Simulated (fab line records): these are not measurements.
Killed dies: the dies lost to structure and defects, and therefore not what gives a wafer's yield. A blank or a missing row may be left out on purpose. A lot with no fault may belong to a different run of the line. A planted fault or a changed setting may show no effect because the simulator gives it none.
Struck lot and sound lot, side by side + flow sky130 + 43 out of 708 route steps
Sound: the wafers L592.1, L592.3, L592.5. Struck: wafers L603.2, L603.4, L603.6. The cause is named last.
Order at every step that has rows: each side's tool, ch and its chambers, its first start. Under that, the readings that differ: sound wafers + struck wafers + difference of the means + sigmas: that difference in standard deviations of wafers without a fault.
alike: words and numbers the same on both sides, and readings whose means are apart by under 2 such deviations; not compared: readings that were withheld, readings missing a value for some wafer, numbers with overlapping values and no deviation given by the record, and bounds like >300 which may hide the same value.
Wherever a step has rows on one side only, a row that says differs or no value, or a row with sigmas, the two part there. Numbers that have no deviation but don't overlap get no sigmas and don't part them. A reading that every wafer of one side lacks parts them only if that side has two wafers or more.

first, 4 steps without rows for these wafers: SKY_FIELD_ISO_SOFTBAKE_09 (time 90 s); SKY_FIELD_ISO_EXPOSE_10 (exposes mask FOM, target cd 150 nm); SKY_FIELD_ISO_PEB_11; SKY_FIELD_ISO_DEVELOP_12 (develop time 60 s).
SKY_FIELD_ISO_CD_MEAS_13: the cd target is 150 nm.
  sound on cd_sem-01, day 4 03:44; struck on cd_sem-02, day 6 20:55
| reading    | sound             | struck            | difference | sigmas |
|------------|-------------------|-------------------|------------|--------|
| cd_nm (nm) | 152.9 153.0 152.6 | 148.4 148.5 148.6 | -4.3       | -3     |
SKY_FIELD_ISO_ETCH_14: etches BARC in N2/H2, stops on SiO2, time 45.9 s, target depth 60 nm.
  sound on rie_diel-01 ch 1,2,3, day 4 03:51; struck on rie_diel-01 ch 2,3, day 6 21:01
  alike: drypump_motor_current_A, oes_product_au, throttle_valve_pct
  not compared: rf_hours_counter_h
then, 1 step without rows for these wafers: SKY_FIELD_ISO_ETCH_15 (etches the open film in CHF3/O2, stops on Si, target depth 180 nm, time 72 s).
SKY_FIELD_ISO_STRIP_16: strips in O2/N2.
  sound on plasma_asher-02 ch 0,1, day 4 03:56; struck on plasma_asher-02 ch 0,1, day 6 21:07
  alike: drypump_motor_current_A, oes_product_au, strip_time_to_endpoint_s
  not compared: rf_hours_counter_h
SKY_FIELD_ISO_ETCH_17: etches Si in HBr/Cl2/O2, target depth 342 nm, time 97.7 s.
  sound on rie_si-02 ch 1,2,3, day 4 04:02; struck on rie_si-01 ch 0,1, day 6 21:13
| reading                     | sound       | struck      | difference | sigmas |
|-----------------------------|-------------|-------------|------------|--------|
| drypump_motor_current_A (A) | 5.1 5.2 5.2 | 6.0 6.5 6.5 | +1.2       | +2     |
  alike: oes_product_au, throttle_valve_pct
  not compared: rf_hours_counter_h
then, 3 steps without rows for these wafers: SKY_FIELD_ISO_WET_ETCH_18 (etches Si3N4 in H3PO4, target depth 25 nm, time 286 s); SKY_FIELD_ISO_CLEAN_19 (cleans in SC1/SC2, time 150 s); SKY_FIELD_ISO_CLEAN_20 (cleans in dHF, time 20 s).
SKY_FIELD_ISO_WET_ETCH_21: etches SiO2 in dHF, target depth 20 nm, time 400 s.
  sound on wet_bench-03 ch 1, day 4 04:17; struck on wet_bench-04 ch 3, day 6 21:26
  alike: temp_c
then, 1 step without rows for these wafers: SKY_FIELD_ISO_OXIDATION_22 (stabilise 600 s, purge 300 s, target thk 10 nm).
SKY_FIELD_ISO_THK_MEAS_23:
  sound on film_metro-02, day 4 09:35; struck on film_metro-04, day 6 22:50
  alike: FIELD_ISO_OXIDATION_01_THK
then, 1 step without rows for these wafers: SKY_FIELD_ISO_CVD_24 (deposits SiO2, target thk 595 nm, time 99.2 s).
SKY_FIELD_ISO_THK_MEAS_25:
  sound on film_metro-04, day 4 09:46; struck on film_metro-04, day 6 23:01
  alike: FIELD_ISO_CVD_24_THK
then, 1 step without rows for these wafers: SKY_FIELD_ISO_ANNEAL_26 (time 1800 s).
SKY_FIELD_ISO_CMP_27: polishes, stops on Si3N4, t overpolish 16 s, target thk 457.8 nm.
  sound on cmp-02 ch 0,2,3, day 4 13:46; struck on cmp-01 ch 0,1,3, day 7 01:30
  alike: head_pressure_psi, motor_current_A, overpolish_run_s, platen_rpm, time_to_endpoint_s
then, 5 steps without rows for these wafers: SKY_FIELD_ISO_WET_ETCH_28 (etches SiO2 in dHF, target depth 23.7 nm, time 47 s); SKY_FIELD_ISO_WET_ETCH_29 (etches Si3N4 in H3PO4, target depth 160 nm, time 1825 s); SKY_FIELD_ISO_WET_ETCH_30 (etches SiO2 in dHF, target depth 25 nm, time 50 s); SKY_NWELL_CLEAN_00 (cleans in SC1/SC2, time 150 s); SKY_NWELL_OXIDATION_01 (stabilise 600 s, purge 300 s, target thk 10 nm).
SKY_NWELL_THK_MEAS_02:
  sound on film_metro-04, day 4 17:46; struck on film_metro-02, day 7 06:13
  alike: NWELL_OXIDATION_THK
then, 8 steps without rows for these wafers: SKY_DNWELL_DEHYDRATE_00 (time 60 s); SKY_DNWELL_HMDS_01 (prime time 60 s); SKY_DNWELL_COAT_02 (resist thk 3000 nm); SKY_DNWELL_SOFTBAKE_03; SKY_DNWELL_EXPOSE_04 (exposes mask DNM, target cd 3000 nm); SKY_DNWELL_PEB_05; SKY_DNWELL_DEVELOP_06 (develop time 60 s); SKY_DNWELL_IMPLANT_07.
SKY_DNWELL_STRIP_08: strips in O2/N2.
  sound on plasma_asher-02 ch 1, day 5 11:19; struck on plasma_asher-02 ch 1, day 8 01:58
  alike: drypump_motor_current_A, oes_product_au, strip_time_to_endpoint_s
  not compared: rf_hours_counter_h
SKY_DNWELL_TW_MEAS_09:
  sound on film_metro-04, day 5 11:25; struck on film_metro-01, day 8 02:04
  alike: DNWELL_TW
then, 7 steps without rows for these wafers: SKY_PWDE_DEHYDRATE_00 (time 60 s); SKY_PWDE_HMDS_01 (prime time 60 s); SKY_PWDE_COAT_02 (resist thk 3000 nm); SKY_PWDE_SOFTBAKE_03; SKY_PWDE_EXPOSE_04 (exposes mask PWDEM, target cd 840 nm); SKY_PWDE_PEB_05; SKY_PWDE_DEVELOP_06 (develop time 60 s).
-- the record jumps here: 43 days lie between the struck wafers' starts before and after (it left off in module PWDE and takes up again in module PAD_OPEN, whose first step shown is number 708 of the route) --
SKY_PAD_OPEN_PROBE_99:
  sound on prober-01, day 48 05:52; struck on prober-01, day 50 19:20
| reading             | sound     | struck      | difference | sigmas |
|---------------------|-----------|-------------|------------|--------|
| killed_at_M0_to_M3  | 53 47 68  | 38 39 34    | -19        | -3     |
| killed_at_front_end | 14 17 19  | 64 67 62    | +48        | +11    |
| killed_dies         | 96 97 106 | 129 137 128 | +32        | +3     |
  alike: killed_at_M4_up, killed_at_contacts, killed_at_other, killed_open, killed_short

== WHERE THEY PART ==
Earliest at SKY_FIELD_ISO_CD_MEAS_13; latest, in this record, at SKY_PAD_OPEN_PROBE_99.

WHY: the cause the simulator had injected
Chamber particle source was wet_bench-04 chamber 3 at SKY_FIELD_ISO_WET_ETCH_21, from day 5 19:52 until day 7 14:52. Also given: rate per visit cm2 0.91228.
